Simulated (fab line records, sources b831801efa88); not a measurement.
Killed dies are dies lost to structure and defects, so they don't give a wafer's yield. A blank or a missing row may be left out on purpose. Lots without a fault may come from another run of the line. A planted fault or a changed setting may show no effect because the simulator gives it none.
Split-lot experiment | flow sky130 | 5 lots, 23 wafers read, on a route of 708 steps

THE SPLIT
At SKY_FIELD_ISO_EXPOSE_10 (exposes mask FOM, target cd 150 nm), the setting dose_mj was moved away from the recipe's 28 on 6 of the 23 wafers read, by -6.7% to -6.4%. The other wafers ran this setting at the recipe's value.

FROM THE SPLIT TO THE READING: what the file shows between them, 2 steps
- SKY_FIELD_ISO_PEB_11
- SKY_FIELD_ISO_DEVELOP_12: develop time 60 s

THE READING
cd_nm, in nm, at SKY_FIELD_ISO_CD_MEAS_13 (target cd 150 nm). Fault-free wafers of this fab line usually give 150.0 nm, standard deviation 1.4 nm.

wafer  | tool, chamber at the split | dose_mj as run | against the recipe | cd_nm, nm | against lot-mates on the recipe
L075.1 | krf_scanner-01, 0          | 26.2           | -6.4%              | 163.7     | +13.9
L075.2 | krf_scanner-01, 0          | 28             | recipe             | 150.1     | -
L075.4 | krf_scanner-01, 0          | 26.2           | -6.4%              | 162.0     | +12.2
L075.5 | krf_scanner-01, 0          | 26.2           | -6.4%              | 160.9     | +11.1
L075.6 | krf_scanner-01, 0          | 28             | recipe             | 149.5     | -
L078.1 | krf_scanner-02, 0          | 28             | recipe             | 148.7     | -
L078.4 | krf_scanner-02, 0          | 28             | recipe             | 146.9     | -
L078.6 | krf_scanner-02, 0          | 28             | recipe             | 147.6     | -
L079.1 | krf_scanner-01, 0          | 28             | recipe             | 150.0     | -
L079.3 | krf_scanner-01, 0          | 28             | recipe             | 151.2     | -
L079.4 | krf_scanner-01, 0          | 26.13          | -6.7%              | 162.7     | +12.1
L079.5 | krf_scanner-01, 0          | 26.13          | -6.7%              | 164.3     | +13.7
L079.6 | krf_scanner-01, 0          | 26.13          | -6.7%              | 166.5     | +15.9
L084.1 | krf_scanner-01, 0          | 28             | recipe             | 150.1     | -
L084.3 | krf_scanner-01, 0          | 28             | recipe             | 150.0     | -
L084.4 | krf_scanner-01, 0          | 28             | recipe             | 148.6     | -
L084.5 | krf_scanner-01, 0          | 28             | recipe             | 148.0     | -
L084.6 | krf_scanner-01, 0          | 28             | recipe             | 149.0     | -
L085.1 | krf_scanner-02, 0          | 28             | recipe             | 149.2     | -
L085.2 | krf_scanner-02, 0          | 28             | recipe             | 148.9     | -
L085.3 | krf_scanner-02, 0          | 28             | recipe             | 148.5     | -
L085.4 | krf_scanner-02, 0          | 28             | recipe             | 149.0     | -
L085.6 | krf_scanner-02, 0          | 28             | recipe             | 148.5     | -

THE FIT
A straight line over all 23 wafers: cd_nm changes by -2.19 nm for each +1% of dose_mj; r = -0.98; the points scatter about the line by 1.3 nm.
The same after taking each lot's own level away (the mean of its wafers on the recipe; 23 wafers): -2.01 nm for each +1%; r = -0.99; scatter 0.95 nm.
On that fit, the largest move of dose_mj shifts the reading by 13 nm.
The lots' own levels span 147.73 to 150.60 nm, that is 2.0 times the standard deviation above.
So the lot-to-lot level changes the slope little: the two slopes agree.
Check: with one of the wafers moved furthest among these (-6.7%) left out of the fit, the line predicts +13.7 nm for it against its lot-mates. It came out at +12.1 nm against them.

OTHER SPLITS ON THESE WAFERS
These wafers also went through other splits before the reading. Each is held against what the fit with the lots' levels taken away leaves over:
other split on the same wafers       | wafers away from the commonest value | r with cd_nm (lot level and that fit taken away)
SKY_FIELD_ISO_OXIDATION_01 ox_time_s | 15                                   | +0.09

THE WHOLE CHAIN: every reading that the file lists as answering this split, in the file's order
step                     | what it does                                                                 | reading                                                          | change (the file's fit)              | r (the file's)
SKY_FIELD_ISO_CD_MEAS_13 | target cd 150 nm                                                             | cd_nm                                                            | -2.01 nm for each +1% of the setting | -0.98
SKY_FIELD_ISO_ETCH_14    | etches BARC in N2/H2, stops on SiO2, time 45.9 s, target depth 60 nm         | FIELD_ISO.cd_nm (the simulator's own value, which no gauge read) | -2.06 nm for each +1% of the setting | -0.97
SKY_FIELD_ISO_ETCH_15    | etches the open film in CHF3/O2, stops on Si, target depth 180 nm, time 72 s | FIELD_ISO.cd_nm (the simulator's own value, which no gauge read) | -1.97 nm for each +1% of the setting | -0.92

THE FILE'S OWN FIT
cd_nm changes by -2.01 nm for each +1% of dose_mj, r = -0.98.
